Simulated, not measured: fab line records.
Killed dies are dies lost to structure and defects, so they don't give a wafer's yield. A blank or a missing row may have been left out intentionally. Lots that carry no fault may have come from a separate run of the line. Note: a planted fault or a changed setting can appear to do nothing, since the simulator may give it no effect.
fab line records -- flow sky130
record lots=6, wafers=18, last_day=51
route steps=708 shown LOCAL_INTERCONNECT@396 CONTACT@406
lots that met no fault: from a run of the same line without faults
start_h: the number of hours between the record's first day and the start of the first shown wafer of the lot -- wait_h: hours from the lot's prior step to this one -- " repeats the value in the row above -- L1.1+2: several wafers, shown together as one row -- - either no value or no given start -- * or withheld: withheld -- < > ~ a bound
route shown NAME@n: NAME is a module with steps in the file, n the number in the route of the first one -- usual: average and standard deviation across the fault-free wafers -- same: alike in all rows -- chamber/n: place in a boat -- sites: per-site readings -- _std_site: standard deviation of those values -- _edge_site: the outer-site mean with the inner-site mean subtracted -- radius_mm: for every site, how far away it sits from the centre of the wafer -- mask NAME#n: copy n -- behind: the last tool/chamber to shape the wafer -- hold: the reason the lot was held/the length of the hold in hours/how it ended -- device: whichever transistor did not switch (one of n, p or np) -- end of line: the tests these same wafers got at the end of their route -- a step without rows: its recipe alone -- killed: not the wafer's yield, but the dies lost to structure and defects at the first sort -- map: dies across one wafer; x = killed, . = not, _ = none there
set.NAME: the setting that was run; set.NAME@STEP: the one run at that earlier step -- model.NAME: the simulator's own value behind a step, which no gauge read
lots at some steps of the route; a table a step, a row a wafer
services: the hour from which a tool's chamber was out of use, counted from the record's first day as start_h (under 0 if before that day), plus the number of hours and why
## steps
# step SKY_LOCAL_INTERCONNECT_PEB_09
# recipe peb_temp_c=withheld, peb_time_s=withheld, resist=KrF-thick
# step SKY_LOCAL_INTERCONNECT_DEVELOP_10
# recipe develop_time_s=60, resist=KrF-thick, dev_temp_c=21
# step SKY_LOCAL_INTERCONNECT_CD_MEAS_11
# recipe target_cd_nm=170
# usual cd_nm=169.6/1.7
lot.wafer,tool,chamber,start_h,wait_h,cd_nm
L481.1,cd_sem-02,-,784.55,-,169.8
L481.2,cd_sem-02,-,784.55,-,170.1
L481.5,cd_sem-02,-,784.55,-,170.2
L482.4,cd_sem-02,-,791.36,-,172.0
L482.5,cd_sem-02,-,791.36,-,173.0
L482.6,cd_sem-02,-,791.36,-,170.8
L488.1,cd_sem-02,-,836.52,-,170.2
L488.2,cd_sem-02,-,836.52,-,170.6
L488.4,cd_sem-02,-,836.52,-,171.3
L491.3,cd_sem-02,-,860.24,-,167.4
L491.4,cd_sem-02,-,860.24,-,166.8
L491.6,cd_sem-02,-,860.24,-,167.2
L495.2,cd_sem-02,-,888.02,-,170.1
L495.3,cd_sem-02,-,888.02,-,170.6
L495.5,cd_sem-02,-,888.02,-,170.0
L497.1,cd_sem-01,-,892.10,-,166.7
L497.4,cd_sem-01,-,892.10,-,168.4
L497.5,cd_sem-01,-,892.10,-,167.6
# step SKY_LOCAL_INTERCONNECT_OVL_MEAS_12
# usual LOCAL_INTERCONNECT_OVL=1/7
lot.wafer,tool,chamber,start_h,wait_h,LOCAL_INTERCONNECT_OVL[nm]
L481.1,overlay-01,-,784.67,0.1,-6
L481.2,overlay-01,-,784.67,0.1,2
L481.5,overlay-01,-,784.67,0.1,-2
L482.4,overlay-02,-,791.44,0.1,0
L482.5,overlay-02,-,791.44,0.1,-4
L482.6,overlay-02,-,791.44,0.1,-4
L488.1,overlay-01,-,836.64,0.1,6
L488.2,overlay-01,-,836.64,0.1,9
L488.4,overlay-01,-,836.64,0.1,4
L491.3,overlay-01,-,860.33,0.1,-9
L491.4,overlay-01,-,860.33,0.1,-12
L491.6,overlay-01,-,860.33,0.1,1
L495.2,overlay-01,-,888.13,0.1,-11
L495.3,overlay-01,-,888.13,0.1,-8
L495.5,overlay-01,-,888.13,0.1,-6
L497.1,overlay-01,-,892.22,0.1,-4
L497.4,overlay-01,-,892.22,0.1,-3
L497.5,overlay-01,-,892.22,0.1,1
# step SKY_LOCAL_INTERCONNECT_ETCH_13
# recipe chemistry=N2/H2, target=BARC, ion_energy_ev=200, bias_w=100, pressure_mtorr=30, n2_flow_sccm=100, h2_flow_sccm=200, icp_w=500, stop_on=SiO2, time_s=45.9, target_depth_a=600
# usual drypump_motor_current_A=5.9/0.67, oes_product_au=0.849/0.0049, throttle_valve_pct=13.223/0.0086
lot.wafer,tool,chamber,start_h,wait_h,drypump_motor_current_A,oes_product_au,rf_hours_counter_h,throttle_valve_pct
L481.1,rie_metal-01,0,784.71,0.0,6.7,0.851,3,13.216
L481.2,rie_metal-01,1,784.71,0.0,6.1,0.849,1,13.222
L481.5,rie_metal-01,1,784.71,0.0,6.1,0.839,-,13.217
L482.4,rie_metal-01,1,791.48,0.0,6.1,0.850,-,13.220
L482.5,rie_metal-01,0,791.48,0.0,6.7,0.854,-,13.234
L482.6,rie_metal-01,1,791.48,0.0,6.1,0.847,-,13.230
L488.1,rie_metal-01,0,836.67,0.0,6.7,0.846,6,13.229
L488.2,rie_metal-01,1,836.67,0.0,6.1,0.838,4,13.217
L488.4,rie_metal-01,0,836.67,0.0,6.7,0.845,-,13.224
L491.3,rie_metal-03,0,860.38,0.0,4.8,0.857,-,13.226
L491.4,rie_metal-03,1,860.38,0.0,5.6,0.852,-,13.209
L491.6,rie_metal-03,0,860.38,0.0,4.8,0.853,-,13.219
L495.2,rie_metal-04,0,888.16,0.0,5.0,0.843,16,13.230
L495.3,rie_metal-04,1,888.16,0.0,6.5,0.850,-,13.226
L495.5,rie_metal-04,0,888.16,0.0,5.0,0.850,-,13.226
L497.1,rie_metal-03,1,892.26,0.0,5.7,0.840,2,13.217
L497.4,rie_metal-03,1,892.26,0.0,5.6,0.849,-,13.214
L497.5,rie_metal-03,1,892.26,0.0,5.7,0.850,-,13.195
# step SKY_LOCAL_INTERCONNECT_METAL_ETCH_14
# recipe target_depth_nm=110, stop_on=PSG, chemistry=Cl2/BCl3, target=TiN, resist_sidewall_deg=88, pressure_mtorr=10, icp_w=900, bias_w=48.5, Cl2_flow_sccm=60, bcl3_flow_sccm=30, time_s=31.4
# usual drypump_motor_current_A=5.9/0.67, oes_product_au=0.939/0.0072, throttle_valve_pct=21.901/0.0097
lot.wafer,tool,chamber,start_h,wait_h,drypump_motor_current_A,oes_product_au,rf_hours_counter_h,throttle_valve_pct
L481.1,rie_metal-01,0,784.77,0.0,6.6,0.938,4,21.894
L481.2,rie_metal-01,1,784.77,0.0,6.1,0.944,1,21.914
L481.5,rie_metal-01,1,784.77,0.0,6.1,0.947,-,21.893
L482.4,rie_metal-01,1,791.54,0.0,6.1,0.952,-,21.893
L482.5,rie_metal-01,0,791.54,0.0,6.7,0.943,-,21.888
L482.6,rie_metal-01,1,791.54,0.0,6.1,0.946,-,21.890
L488.1,rie_metal-01,0,836.74,0.0,6.7,0.947,6,21.891
L488.2,rie_metal-01,1,836.74,0.0,6.1,0.942,4,21.903
L488.4,rie_metal-01,0,836.74,0.0,6.7,0.944,-,21.897
L491.3,rie_metal-03,0,860.44,0.0,4.8,0.946,-,21.898
L491.4,rie_metal-03,1,860.44,0.0,5.7,0.938,-,21.908
L491.6,rie_metal-03,0,860.44,0.0,4.8,0.930,-,21.890
L495.2,rie_metal-04,0,888.22,0.0,5.0,0.937,16,21.898
L495.3,rie_metal-04,1,888.22,0.0,6.4,0.935,-,21.911
L495.5,rie_metal-04,0,888.22,0.0,5.0,0.938,-,21.895
L497.1,rie_metal-03,1,892.38,0.1,5.6,0.939,2,21.923
L497.4,rie_metal-03,1,892.38,0.1,5.6,0.947,-,21.910
L497.5,rie_metal-03,1,892.38,0.1,5.6,0.941,-,21.918
# step SKY_LOCAL_INTERCONNECT_STRIP_15
# recipe chemistry=O2/N2, power_w=1400, pressure_mtorr=1500, platen_temp_c=withheld, o2_flow_sccm=3000, n2_flow_sccm=300, overash_fraction=0.5
# usual drypump_motor_current_A=5.8/0.32, oes_product_au=0.426/0.0042, strip_time_to_endpoint_s=4.711/0.018
lot.wafer,tool,chamber,start_h,wait_h,drypump_motor_current_A,oes_product_au,rf_hours_counter_h,strip_time_to_endpoint_s
L481.1,plasma_asher-01,1,784.82,0.0,5.8,0.420,34,4.713
L481.2,plasma_asher-01,0,784.82,0.0,5.2,0.420,34,4.695
L481.5,plasma_asher-01,1,784.82,0.0,5.7,0.417,-,4.720
L482.4,plasma_asher-01,0,791.60,0.1,5.1,0.427,-,4.727
L482.5,plasma_asher-01,0,791.60,0.1,5.2,0.422,-,4.727
L482.6,plasma_asher-01,1,791.60,0.1,5.7,0.428,-,4.738
L488.1,plasma_asher-04,1,836.79,0.0,6.3,0.438,9,4.696
L488.2,plasma_asher-04,0,836.79,0.0,5.6,0.428,9,4.719
L488.4,plasma_asher-04,1,836.79,0.0,6.2,0.428,-,4.719
L491.3,plasma_asher-02,0,860.51,0.1,5.6,0.426,-,4.672
L491.4,plasma_asher-02,1,860.51,0.1,6.1,0.427,-,4.664
L491.6,plasma_asher-02,0,860.51,0.1,5.6,0.419,-,4.677
L495.2,plasma_asher-02,1,888.27,0.0,6.1,0.422,111,4.700
L495.3,plasma_asher-02,0,888.27,0.0,5.7,0.429,-,4.703
L495.5,plasma_asher-02,0,888.27,0.0,5.6,0.418,-,4.688
L497.1,plasma_asher-04,0,892.49,0.1,5.6,0.429,15,4.711
L497.4,plasma_asher-04,1,892.49,0.1,6.3,0.419,-,4.677
L497.5,plasma_asher-04,0,892.49,0.1,5.6,0.437,-,4.709
# step SKY_LOCAL_INTERCONNECT_STRIP_16
# recipe chemistry=post_etch_residue_remover, time_s=1200, temp_c=72.5
# step SKY_LOCAL_INTERCONNECT_CLEAN_17
# recipe chemistry=IPA, time_s=180, temp_c=25
# step SKY_LOCAL_INTERCONNECT_CLEAN_18
# recipe chemistry=O3/DIW, dry=n2_spin
# step SKY_CONTACT_CVD_00
# recipe material=Si3N4, target_thk_nm=75, temp_c=400, time_s=withheld, rf_w=450
# usual heater_power_w=709/74
lot.wafer,tool,chamber,start_h,wait_h,heater_power_w
L481.1,pecvd-02,1,785.46,0.0,704
L481.2,pecvd-02,2,785.46,0.0,623
L481.5,pecvd-02,2,785.46,0.0,636
L482.4,pecvd-04,2,792.21,0.0,608
L482.5,pecvd-04,2,792.21,0.0,577
L482.6,pecvd-04,1,792.21,0.0,758
L488.1,pecvd-03,0,837.38,0.0,787
L488.2,pecvd-03,2,837.38,0.0,720
L488.4,pecvd-03,0,837.38,0.0,769
L491.3,pecvd-04,0,861.10,0.0,905
L491.4,pecvd-04,0,861.10,0.0,898
L491.6,pecvd-04,1,861.10,0.0,682
L495.2,pecvd-03,1,888.90,0.0,683
L495.3,pecvd-03,2,888.90,0.0,746
L495.5,pecvd-03,2,888.90,0.0,761
L497.1,pecvd-02,0,893.08,0.0,736
L497.4,pecvd-02,0,893.08,0.0,752
L497.5,pecvd-02,2,893.08,0.0,744
# step SKY_CONTACT_THK_MEAS_01
# recipe reads=Si3N4_of_CONTACT_CVD_00
# usual CONTACT_CVD_00_THK=74.9/0.91
lot.wafer,tool,chamber,start_h,wait_h,CONTACT_CVD_00_THK[nm]
L481.1,film_metro-02,-,785.49,-,73.6
L481.2,film_metro-02,-,785.49,-,74.5
L481.5,film_metro-02,-,785.49,-,75.2
L482.4,film_metro-02,-,792.27,-,75.4
L482.5,film_metro-02,-,792.27,-,76.5
L482.6,film_metro-02,-,792.27,-,75.8
L488.1,film_metro-03,-,837.41,-,74.8
L488.2,film_metro-03,-,837.41,-,74.3
L488.4,film_metro-03,-,837.41,-,75.5
L491.3,film_metro-02,-,861.16,-,74.4
L491.4,film_metro-02,-,861.16,-,75.9
L491.6,film_metro-02,-,861.16,-,75.6
L495.2,film_metro-03,-,888.94,-,74.3
L495.3,film_metro-03,-,888.94,-,74.5
L495.5,film_metro-03,-,888.94,-,76.3
L497.1,film_metro-03,-,893.12,-,73.8
L497.4,film_metro-03,-,893.12,-,74.5
L497.5,film_metro-03,-,893.12,-,74.8
# step SKY_CONTACT_HDPCVD_02
# recipe material=SiO2, target_thk_nm=565, sigma_open_frac=0.3, time_s=94.2, temp_c=600, sih4_flow_sccm=60, pressure_mtorr=6
# usual run_length_s=122.0/0.43
lot.wafer,tool,chamber,start_h,wait_h,run_length_s,model.SiO2_of_CONTACT_HDPCVD_02.thk_nm
L481.1,hdpcvd-02,0,785.55,0.1,122.2,557.1
L481.2,hdpcvd-02,1,785.55,0.1,121.9,565.8
L481.5,hdpcvd-02,0,785.55,0.1,122.6,553.9
L482.4,hdpcvd-01,0,792.34,0.1,122.2,563.3
L482.5,hdpcvd-01,1,792.34,0.1,121.9,562.9
L482.6,hdpcvd-01,2,792.34,0.1,121.0,566.7
L488.1,hdpcvd-01,0,837.47,0.1,121.9,567.7
L488.2,hdpcvd-01,2,837.47,0.1,106.6,475.2
L488.4,hdpcvd-01,2,837.47,0.1,106.3,476.2
L491.3,hdpcvd-01,2,861.20,0.0,106.4,473.9
L491.4,hdpcvd-01,1,861.20,0.0,121.5,569.4
L491.6,hdpcvd-01,0,861.20,0.0,122.3,563.9
L495.2,hdpcvd-02,1,888.99,0.0,122.3,570.1
L495.3,hdpcvd-02,2,888.99,0.0,122.1,558.5
L495.5,hdpcvd-02,2,888.99,0.0,122.5,555.5
L497.1,hdpcvd-02,0,893.18,0.1,122.1,565.9
L497.4,hdpcvd-02,1,893.18,0.1,122.6,567.5
L497.5,hdpcvd-02,2,893.18,0.1,122.5,566.6
# step SKY_CONTACT_THK_MEAS_03
# recipe reads=SiO2_of_CONTACT_HDPCVD_02
# usual CONTACT_HDPCVD_THK=566/5
lot.wafer,tool,chamber,start_h,wait_h,CONTACT_HDPCVD_THK[nm]
L481.1,film_metro-04,-,785.62,0.0,557
L481.2,film_metro-04,-,785.62,0.0,566
L481.5,film_metro-04,-,785.62,0.0,553
L482.4,film_metro-02,-,792.40,0.0,563
L482.5,film_metro-02,-,792.40,0.0,563
L482.6,film_metro-02,-,792.40,0.0,567
L488.1,film_metro-04,-,837.54,0.0,568
L488.2,film_metro-04,-,837.54,0.0,476
L488.4,film_metro-04,-,837.54,0.0,476
L491.3,film_metro-04,-,861.29,0.1,474
L491.4,film_metro-04,-,861.29,0.1,570
L491.6,film_metro-04,-,861.29,0.1,564
L495.2,film_metro-04,-,889.07,0.0,570
L495.3,film_metro-04,-,889.07,0.0,558
L495.5,film_metro-04,-,889.07,0.0,555
L497.1,film_metro-04,-,893.25,0.0,566
L497.4,film_metro-04,-,893.25,0.0,567
L497.5,film_metro-04,-,893.25,0.0,567
# step SKY_CONTACT_CMP_04
# recipe material=SiO2, down_force_psi=4, platen_rpm=60, pad_velocity_m_s=0.94248
# usual motor_current_A=12.2/1.8, time_to_endpoint_s=83/3.4
lot.wafer,tool,chamber,start_h,wait_h,motor_current_A,time_to_endpoint_s
L481.1,cmp-02,0,785.73,0.1,8.7,78
L481.2,cmp-02,2,785.73,0.1,11.5,84
L481.5,cmp-02,0,785.73,0.1,8.9,75
L482.4,cmp-02,3,792.48,0.1,14.2,83
L482.5,cmp-02,2,792.48,0.1,11.9,81
L482.6,cmp-02,3,792.48,0.1,14.5,85
L488.1,cmp-01,3,837.65,0.1,12.9,85
L488.4,cmp-01,0,837.65,0.1,11.8,49
L488.2,cmp-01,1,837.65,0.1,12.7,45
L491.4,cmp-01,0,861.38,0.1,11.2,84
L491.3,cmp-01,2,861.38,0.1,12.8,53
L491.6,cmp-01,0,861.38,0.1,11.8,85
L495.3,cmp-02,0,889.12,0.0,9.1,81
L495.2,cmp-02,1,889.12,0.0,12.5,84
L495.5,cmp-02,1,889.12,0.0,12.6,78
L497.4,cmp-02,3,893.36,0.1,14.6,82
L497.1,cmp-02,1,893.36,0.1,12.9,83
L497.5,cmp-02,2,893.36,0.1,11.9,85
# step SKY_CONTACT_BOW_MEAS_05
# recipe mode=bow
# usual CONTACT_BOW=83/7.5
lot.wafer,tool,chamber,start_h,wait_h,CONTACT_BOW[um]
L481.1,film_metro-04,-,785.98,0.2,90
L481.2,film_metro-04,-,785.98,0.2,102
L481.5,film_metro-04,-,785.98,0.2,92
L482.4,film_metro-04,-,792.79,0.3,94
L482.5,film_metro-04,-,792.79,0.3,95
L482.6,film_metro-04,-,792.79,0.3,99
L488.1,film_metro-02,-,837.92,0.2,76
L488.2,film_metro-02,-,837.92,0.2,71
L488.4,film_metro-02,-,837.92,0.2,79
L491.3,film_metro-03,-,861.67,0.1,77
L491.4,film_metro-03,-,861.67,0.1,79
L491.6,film_metro-03,-,861.67,0.1,76
L495.2,film_metro-03,-,889.44,0.2,82
L495.3,film_metro-03,-,889.44,0.2,93
L495.5,film_metro-03,-,889.44,0.2,93
L497.1,film_metro-03,-,893.61,0.1,87
L497.4,film_metro-03,-,893.61,0.1,98
L497.5,film_metro-03,-,893.61,0.1,91
## services
tool,chamber,start_h,hours,kind
plasma_asher-04,-,762.01,3.9,repair
pecvd-04,-,764.67,0.9,repair
pecvd-02,2,766.32,2.1,scheduled_down
hdpcvd-01,0,781.45,4.8,repair
pecvd-04,0,787.55,5.5,scheduled_down
cmp-02,-,808.24,0.7,repair
hdpcvd-01,-,812.94,6.0,pm
rie_metal-01,-,814.43,1.4,pm
pecvd-04,2,815.68,2.1,scheduled_down
rie_metal-03,1,819.81,-,clean
rie_metal-03,1,819.81,21.0,scheduled_down
rie_metal-03,1,819.81,21.0,vent_cycle
rie_metal-04,-,822.74,0.7,repair
plasma_asher-04,-,839.71,0.7,repair
rie_metal-04,0,841.09,5.7,repair
plasma_asher-01,-,843.05,21.4,repair
pecvd-03,1,852.20,5.0,scheduled_down
pecvd-04,1,854.34,2.1,scheduled_down
plasma_asher-02,-,864.67,2.8,pm
pecvd-02,2,865.00,9.4,repair
rie_metal-03,0,875.33,21.9,repair
hdpcvd-02,-,877.68,6.0,pm
pecvd-02,-,878.36,2.9,repair
hdpcvd-01,-,886.34,5.5,pm
## key
first_sign step=SKY_CONTACT_HDPCVD_02, reading=run_length_s, direction=down, sigmas=36, usual=*, struck=*
effect step=SKY_CONTACT_THK_MEAS_03, reading=CONTACT_HDPCVD_THK, direction=down, sigmas=18, usual=566, struck=475
effect step=SKY_CONTACT_CMP_04, reading=time_to_endpoint_s, direction=down, sigmas=10, usual=*, struck=*
model_effect step=SKY_CONTACT_HDPCVD_02, value=SiO2_of_CONTACT_HDPCVD_02.thk_nm, without=563.8, struck=475.1
met_at SKY_CONTACT_HDPCVD_02
struck_wafers L488.2,L488.4,L491.3
tester_left_out L488,L491
onset_between 792.34 837.47
fault kind=process_parameter_drift, tool=hdpcvd-01, chamber=2, onset_h=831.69, steps=SKY_CONTACT_HDPCVD_02, channel=time_s, offset=*, shape=step, end_h=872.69, acts_in=*, stated=*
# tester_left_out: of these lots the tester's yield and bins aren't shown, on N5 and GAA mostly nor the transistor test; their killed dies are dies lost to structure and defects alone, not to doping, threshold or leakage, so they don't give the yield
